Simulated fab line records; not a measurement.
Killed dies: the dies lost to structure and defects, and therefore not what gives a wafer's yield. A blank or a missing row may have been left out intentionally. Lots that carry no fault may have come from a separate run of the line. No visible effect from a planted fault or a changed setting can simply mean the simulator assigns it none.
Chamber matching -- flow sky130 -- 4 sister chambers for SKY_VIA1_CMP_24 on cmp-01
The step polishes, stops on SiO2, t overpolish 15 s, target thk 0 nm. 4 wafers are shown with their chamber, then 12 later ones without.

== WAFERS PAIRED WITH THEIR CHAMBERS ==
wafer,chamber,motor_current_A (A)
L088.3,2,13.3
L089.1,0,10.9
L089.3,3,12.5
L089.4,1,10.8

== WAFERS MISSING THEIR CHAMBER ==
wafer,motor_current_A (A)
L091.3,12.8
L091.5,9.9
L091.6,13.8
L093.1,10.6
L093.4,12.3
L093.5,10.3
L094.1,12.4
L094.2,13.7
L094.3,10.9
L095.2,13.4
L095.3,12.4
L095.4,10.8

== EACH ONE'S CHAMBER ==
wafer,from the rows above,in truth
L091.3,can't be placed: 3 or 2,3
L091.5,can't be placed: 1 or 0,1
L091.6,2,2
L093.1,can't be placed: 1 or 0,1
L093.4,3,3
L093.5,can't be placed: 1 or 0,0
L094.1,3,3
L094.2,2,2
L094.3,can't be placed: 0 or 1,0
L095.2,2,2
L095.3,3,3
L095.4,can't be placed: 1 or 0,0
6 of 12 placed correctly. From these rows, 6 cannot be placed; in 6 the true chamber is one of the candidates. 0 placed wrongly.
How it was worked out, from the rows above alone: a wafer's distance from a chamber is the root of the sum, over the readings, of the square of ((its reading less the chamber's mean) divided by the reading's scatter). If the next closest chamber is less than 2 further off than the closest, the wafer can't be placed; otherwise it belongs to the closest. The mean given for a chamber averages the wafers shown for that chamber. The scatter: with one shown wafer a chamber, the root of the mean of the squares of how far each hidden wafer lies from its nearest shown one.
